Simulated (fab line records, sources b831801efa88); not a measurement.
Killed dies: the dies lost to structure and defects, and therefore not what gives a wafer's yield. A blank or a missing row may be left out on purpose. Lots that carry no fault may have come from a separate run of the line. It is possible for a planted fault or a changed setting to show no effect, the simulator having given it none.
fab line records ; flow gf180mcu
record lots=7; wafers=21; last_day=34
route steps=602 shown V2@388
lots that met no fault: from a run of the same line without faults
start_h: hours from the record's opening day to when the first of the lot's shown wafers began ; wait_h: how many hours have passed since the lot's step before this one ; " as in the row above ; L1.1+2: one row covering several wafers at once ; - value missing, or start not given ; * or withheld: withheld ; < > ~ a bound
route shown NAME@n: a module of which the file shows steps, and the number in the route of the first ; usual: average and standard deviation across the fault-free wafers ; same: alike in all rows ; chamber/n: place in a boat ; sites: per-site readings ; _std_site: standard deviation across them ; _edge_site: the outer-site mean with the inner-site mean subtracted ; radius_mm: for every site, how far away it sits from the centre of the wafer ; mask NAME#n: copy n ; behind: the tool/chamber that last shaped the wafer ; hold: the reason the lot was held/the length of the hold in hours/how it ended ; device: the n, p or np transistor that did not switch ; end of line: at the end of the route, the tests of the same wafers ; a step given without rows: its recipe and nothing more ; killed: dies that structure and defects cost at the first sort, which is not the same as the wafer's yield ; map: the dies of a wafer, with x for killed, . for not killed, _ for no die there
set.NAME: the run value of the setting; set.NAME@STEP: its run value at that earlier step ; model.NAME: the simulator's own value behind a step, which no gauge read
a table for each step, a row for each wafer; lots at some steps of the route
services: when a tool's chamber went out of use (start_h, in hours from the record's first day, below 0 if earlier), for how many hours, and the reason
## steps
# step GF_V2_DEHYDRATE_06
# recipe temp_c=200; time_s=60
# step GF_V2_HMDS_07
# recipe prime_time_s=60; prime_temp_c=120
# step GF_V2_COAT_08
# recipe resist=BARC; temp_c=withheld; time_s=withheld; spin_rpm=withheld; resist_thk_nm=withheld
# step GF_V2_COAT_09
# recipe resist=KrF; spin_rpm=withheld; resist_thk_nm=1000
# step GF_V2_SOFTBAKE_10
# recipe temp_c=130; time_s=60; resist=KrF
# step GF_V2_EXPOSE_11
# recipe mask_id=Via2; target_cd_nm=260; na=0.68; source_shape=conventional; sigma_outer=0.6; dose_mj=38
# step GF_V2_PEB_12
# recipe peb_temp_c=135; peb_time_s=87.81; resist=KrF
# step GF_V2_DEVELOP_13
# recipe develop_time_s=60; resist=KrF; dev_temp_c=21
# step GF_V2_CD_MEAS_14
# recipe target_cd_nm=260
# usual cd_nm=260.0/1.4
lot.wafer;tool;chamber;start_h;wait_h;cd_nm
L746.1;cd_sem-01;-;490.04;0.1;261.4
L746.3;cd_sem-01;-;490.04;0.1;261.3
L746.5;cd_sem-01;-;490.04;0.1;260.5
L752.3;cd_sem-01;-;544.98;0.1;259.6
L752.4;cd_sem-01;-;544.98;0.1;259.7
L752.6;cd_sem-01;-;544.98;0.1;260.0
L755.2;cd_sem-01;-;551.91;0.1;259.4
L755.4;cd_sem-01;-;551.91;0.1;259.2
L755.6;cd_sem-01;-;551.91;0.1;259.4
L756.1;cd_sem-02;-;557.58;0.1;261.6
L756.3;cd_sem-02;-;557.58;0.1;262.1
L756.5;cd_sem-02;-;557.58;0.1;261.0
L757.2;cd_sem-01;-;574.25;0.1;260.6
L757.5;cd_sem-01;-;574.25;0.1;262.4
L757.6;cd_sem-01;-;574.25;0.1;262.6
L765.1;cd_sem-01;-;625.49;0.1;259.5
L765.3;cd_sem-01;-;625.49;0.1;260.0
L765.5;cd_sem-01;-;625.49;0.1;260.0
L768.1;cd_sem-01;-;640.63;0.1;260.8
L768.2;cd_sem-01;-;640.63;0.1;260.4
L768.3;cd_sem-01;-;640.63;0.1;259.4
# step GF_V2_OVL_MEAS_15
# usual V2_OVL=1/5.3
lot.wafer;tool;chamber;start_h;wait_h;V2_OVL[nm]
L746.1;overlay-02;-;490.16;0.1;-7
L746.3;overlay-02;-;490.16;0.1;-4
L746.5;overlay-02;-;490.16;0.1;-17
L752.3;overlay-02;-;545.07;0.1;-3
L752.4;overlay-02;-;545.07;0.1;3
L752.6;overlay-02;-;545.07;0.1;1
L755.2;overlay-01;-;552.01;0.1;4
L755.4;overlay-01;-;552.01;0.1;4
L755.6;overlay-01;-;552.01;0.1;12
L756.1;overlay-01;-;557.70;0.1;-3
L756.3;overlay-01;-;557.70;0.1;-9
L756.5;overlay-01;-;557.70;0.1;-5
L757.2;overlay-02;-;574.36;0.1;-5
L757.5;overlay-02;-;574.36;0.1;3
L757.6;overlay-02;-;574.36;0.1;7
L765.1;overlay-02;-;625.61;0.1;1
L765.3;overlay-02;-;625.61;0.1;3
L765.5;overlay-02;-;625.61;0.1;-2
L768.1;overlay-02;-;640.75;0.1;-4
L768.2;overlay-02;-;640.75;0.1;-6
L768.3;overlay-02;-;640.75;0.1;4
# step GF_V2_ETCH_16
# recipe chemistry=N2/H2; target_depth_a=withheld; overetch_a=withheld; time_s=withheld; target=BARC; ion_energy_ev=200; source_w=500; bias_w=100; pressure_mtorr=30; n2_flow_sccm=100; h2_flow_sccm=200
# usual drypump_motor_current_A=5.5/0.39; h2_flow_sccm=200.0/0.62; n2_flow_sccm=99.97/0.29; oes_product_au=0.855/0.0051; throttle_valve_pct=13.224/0.0093
lot.wafer;tool;chamber;start_h;wait_h;drypump_motor_current_A;h2_flow_sccm;n2_flow_sccm;oes_product_au;throttle_valve_pct
L746.1;rie_diel-03;0;490.19;0.0;5.9;199.8;99.60;0.854;13.233
L746.3;rie_diel-03;1;490.19;0.0;5.0;200.4;100.09;0.863;13.234
L746.5;rie_diel-03;3;490.19;0.0;5.6;199.6;100.34;0.851;13.230
L752.3;rie_diel-01;2;545.09;0.0;5.4;200.3;99.50;0.848;13.221
L752.4;rie_diel-01;3;545.09;0.0;6.2;201.0;100.02;0.854;13.223
L752.6;rie_diel-01;0;545.09;0.0;5.8;200.2;99.72;0.852;13.232
L755.2;rie_diel-01;3;552.04;0.0;6.2;199.6;100.27;0.853;13.226
L755.4;rie_diel-01;0;552.04;0.0;5.8;198.8;100.05;0.852;13.225
L755.6;rie_diel-01;3;552.04;0.0;6.2;199.0;99.71;0.855;13.216
L756.1;rie_diel-03;0;557.74;0.0;5.9;199.9;99.64;0.850;13.228
L756.3;rie_diel-03;3;557.74;0.0;5.6;200.8;100.34;0.864;13.206
L756.5;rie_diel-03;0;557.74;0.0;5.9;200.1;100.00;0.861;13.223
L757.2;rie_diel-03;2;574.39;0.0;5.3;199.5;99.71;0.850;13.223
L757.5;rie_diel-03;0;574.39;0.0;5.9;198.5;99.53;0.859;13.211
L757.6;rie_diel-03;1;574.39;0.0;5.0;199.5;100.06;0.857;13.231
L765.1;rie_diel-02;0;625.64;0.0;5.7;199.5;99.70;0.853;13.236
L765.3;rie_diel-02;1;625.64;0.0;5.8;201.0;100.11;0.856;13.204
L765.5;rie_diel-02;0;625.64;0.0;5.7;200.0;99.82;0.857;13.220
L768.1;rie_diel-01;3;640.79;0.0;6.2;200.0;100.54;0.861;13.221
L768.2;rie_diel-01;0;640.79;0.0;5.8;199.5;100.38;0.855;13.204
L768.3;rie_diel-01;1;640.79;0.0;4.9;199.0;99.64;0.851;13.224
# step GF_V2_ETCH_17
# recipe chemistry=C4F8/O2/Ar; mask_material=KrF; target=SiO2; stop_on=TiN; source_w=1500; bias_w=1200; pressure_mtorr=40; c4f8_flow_sccm=withheld; O2_flow_sccm=6; Ar_flow_sccm=300; time_s=withheld; target_depth_a=6300
# usual oes_product_au=0.856/0.0046
lot.wafer;tool;chamber;start_h;wait_h;oes_product_au
L746.1;rie_diel-03;0;-;-;0.858
L746.3;rie_diel-03;1;-;-;0.856
L746.5;rie_diel-03;3;-;-;0.861
L752.3;rie_diel-01;2;-;-;0.852
L752.4;rie_diel-01;3;-;-;0.854
L752.6;rie_diel-01;0;-;-;0.865
L755.2;rie_diel-01;3;-;-;0.853
L755.4;rie_diel-01;0;-;-;0.855
L755.6;rie_diel-01;3;-;-;0.859
L756.1;rie_diel-03;0;-;-;0.857
L756.3;rie_diel-03;3;-;-;0.855
L756.5;rie_diel-03;0;-;-;0.859
L757.2;rie_diel-03;2;-;-;0.852
L757.5;rie_diel-03;0;-;-;0.852
L757.6;rie_diel-03;1;-;-;0.859
L765.1;rie_diel-02;0;-;-;0.852
L765.3;rie_diel-02;1;-;-;0.850
L765.5;rie_diel-02;0;-;-;0.856
L768.1;rie_diel-01;3;-;-;0.848
L768.2;rie_diel-01;0;-;-;0.857
L768.3;rie_diel-01;1;-;-;0.862
# step GF_V2_STRIP_18
# recipe chemistry=O2/N2; power_w=1400; pressure_mtorr=1500; platen_temp_c=250; o2_flow_sccm=3000; n2_flow_sccm=300; overash_fraction=0.5
# usual chamber_pressure_mTorr=1500.1/1.2; drypump_motor_current_A=5.62/0.29; heater_power_w=322/34; n2_flow_sccm=300.0/0.97; oes_product_au=0.593/0.0047
lot.wafer;tool;chamber;start_h;wait_h;chamber_pressure_mTorr;drypump_motor_current_A;heater_power_w;n2_flow_sccm;oes_product_au;rf_hours_counter_h
L746.1;plasma_asher-01;0;490.32;-;1500.4;5.41;319;299.3;0.601;41
L746.3;plasma_asher-01;0;490.32;-;1499.9;5.39;315;300.5;0.590;-
L746.5;plasma_asher-01;1;490.32;-;1498.3;5.73;300;299.4;0.596;-
L752.3;plasma_asher-04;0;545.25;-;-;-;-;-;-;-
L752.4;plasma_asher-04;1;545.25;-;-;-;-;-;-;-
L752.6;plasma_asher-04;0;545.25;-;-;-;-;-;-;-
L755.2;plasma_asher-01;1;552.17;-;-;-;-;-;-;-
L755.4;plasma_asher-01;1;552.17;-;-;-;-;-;-;-
L755.6;plasma_asher-01;0;552.17;-;-;-;-;-;-;-
L756.1;plasma_asher-01;0;557.87;-;-;-;-;-;-;-
L756.3;plasma_asher-01;0;557.87;-;-;-;-;-;-;-
L756.5;plasma_asher-01;0;557.87;-;-;-;-;-;-;-
L757.2;plasma_asher-04;0;574.52;-;1500.3;5.46;395;301.8;0.599;80
L757.5;plasma_asher-04;1;574.52;-;1500.3;6.23;314;300.1;0.588;-
L757.6;plasma_asher-04;0;574.52;-;1500.7;5.45;399;300.0;0.591;-
L765.1;plasma_asher-04;1;625.77;-;1498.6;6.20;306;300.6;0.594;86
L765.3;plasma_asher-04;1;625.77;-;1500.1;6.25;310;300.0;0.595;-
L765.5;plasma_asher-04;1;625.77;-;1499.1;6.26;307;299.3;0.602;-
L768.1;plasma_asher-04;1;640.92;-;1499.0;6.27;313;298.6;0.594;87
L768.2;plasma_asher-04;0;640.92;-;1498.0;5.43;407;300.6;0.596;87
L768.3;plasma_asher-04;0;640.92;-;1501.8;5.44;409;300.1;0.595;-
# step GF_V2_STRIP_19
# recipe chemistry=post_etch_residue_remover; time_s=1200; temp_c=72.5
## services
tool;chamber;start_h;hours;kind
rie_diel-01;3;474.67;-;clean
rie_diel-01;3;474.67;20.2;scheduled_down
rie_diel-01;3;474.67;20.2;vent_cycle
rie_diel-02;0;482.07;10.1;repair
rie_diel-03;-;488.01;1.7;repair
rie_diel-01;-;494.46;0.8;repair
plasma_asher-04;-;512.26;1.0;repair
rie_diel-02;3;519.33;29.1;repair
plasma_asher-01;-;525.07;8.7;repair
rie_diel-03;0;525.74;4.6;repair
rie_diel-02;1;529.07;7.4;repair
rie_diel-02;-;549.11;0.6;repair
rie_diel-02;-;568.34;2.8;pm
rie_diel-02;3;583.33;6.8;repair
rie_diel-03;1;583.47;-;clean
rie_diel-03;1;583.47;17.2;scheduled_down
rie_diel-03;1;583.47;17.2;vent_cycle
rie_diel-01;2;614.87;43.8;repair
rie_diel-01;3;622.38;6.7;repair
## key
first_sign step=GF_V2_STRIP_18; reading=tool_record; direction=missing
effect none on later readings
met_at GF_V2_STRIP_18
struck_wafers L752.3,L752.4,L752.6,L755.2,L755.4,L755.6,L756.1,L756.3,L756.5
later_rows_left_out L752.3,L752.4,L752.6,L755.2,L755.4,L755.6,L756.1,L756.3,L756.5
sort_left_out L752.3,L752.4,L752.6,L755.2,L755.4,L755.6,L756.1,L756.3,L756.5
onset_between 490.32 545.25
fault kind=skipped_step_whole; tool=plasma_asher-01,plasma_asher-04; chamber=-; onset_h=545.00; steps=GF_V2_STRIP_18; scope=struck_lots_only
# sort_left_out: the simulated sort isn't trusted on such a fault, so these wafers' sort isn't shown, and their yield isn't known
# later_rows_left_out: the simulator's readings of these wafers behind a module that went badly wrong aren't trusted and aren't shown, but for the sort
